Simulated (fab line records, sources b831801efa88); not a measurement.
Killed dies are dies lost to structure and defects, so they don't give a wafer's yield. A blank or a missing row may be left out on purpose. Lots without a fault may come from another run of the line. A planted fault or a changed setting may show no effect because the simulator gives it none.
One fault seen from 2 desks | flow sky130 | each desk has only its own numbers; what lay behind them comes last

THE METROLOGY DESK
What the gauges read, lot by lot, whatever tool the lot ran on: means of the sampled wafers that have a number. A lot is out of limits, marked OUT, if its mean lies more than 4 standard deviations from the usual mean; the brackets give that distance.
Columns: A = METAL2_ALCU_RS at SKY_METAL2_RS_MEAS_05, usual 0.1269 ohm/sq; B = METAL2_ALCU_THK at SKY_METAL2_THK_MEAS_06, usual 253.2 nm
lot  | first seen here | A                | B
L553 | day 35 17:28    | 0.1265           | 256.0
L555 | day 36 16:43    | 0.1270           | 253.2
L564 | day 39 07:40    | 0.1446 (+14) OUT | 236.2 (-6.1) OUT
L565 | day 39 08:50    | 0.1248           | 257.5
L566 | day 39 23:14    | 0.1458 (+15) OUT | 236.1 (-6.1) OUT
L568 | day 40 09:16    | 0.1486 (+17) OUT | 231.0 (-7.9) OUT
L570 | day 41 00:00    | 0.1468 (+15) OUT | 231.8 (-7.6) OUT
L572 | day 41 16:50    | 0.1277           | 251.3
L574 | day 42 03:38    | 0.1297           | 247.6
This desk's finding: out of limits on L564, L566, L568, L570; first on L564, day 39 07:40 (METAL2_ALCU_RS at SKY_METAL2_RS_MEAS_05). In limits: L553, L555, L565, L572, L574.

THE TOOL OWNER'S DESK: pvd_sputter-04
The tool's own readings at SKY_METAL2_SPUTTER_02 (material AlCu, target thk 250 nm, time 13.3 s): means of the sampled wafers that have a number, for each lot that ran on this tool. A lot is out of limits, marked OUT, if its mean lies more than 4 standard deviations from the usual mean; the brackets give that distance.
Columns: A = throttle_valve_pct at SKY_METAL2_SPUTTER_02, usual 29.8 %
lot  | first seen here | A
L553 | day 35 17:22    | 29.4
L555 | day 36 16:34    | 29.8
L564 | day 39 07:33    | 29.5
L566 | day 39 23:09    | 29.5
L568 | day 40 09:09    | 30.1
L570 | day 40 23:49    | 29.5
This desk's finding: nothing out of limits on any of the 6 lots.

PUT TOGETHER
The metrology desk could have raised an alarm at day 39 07:40, on L564, L566, L568, L570.
The tool owner's desk saw nothing out of limits.
The tool owner's desk has L564, L566, L568, L570 on record, within its limits.
Of the lots named, all ran SKY_METAL2_SPUTTER_02 on pvd_sputter-04.

WHAT THE SIMULATOR HAD PUT IN
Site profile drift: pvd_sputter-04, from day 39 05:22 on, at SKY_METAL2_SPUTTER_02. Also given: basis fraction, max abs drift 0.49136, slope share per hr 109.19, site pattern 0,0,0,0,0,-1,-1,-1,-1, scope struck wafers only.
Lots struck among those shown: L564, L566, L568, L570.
Hours from the fault's start to each desk's first reading out of limits: the metrology desk, 2.
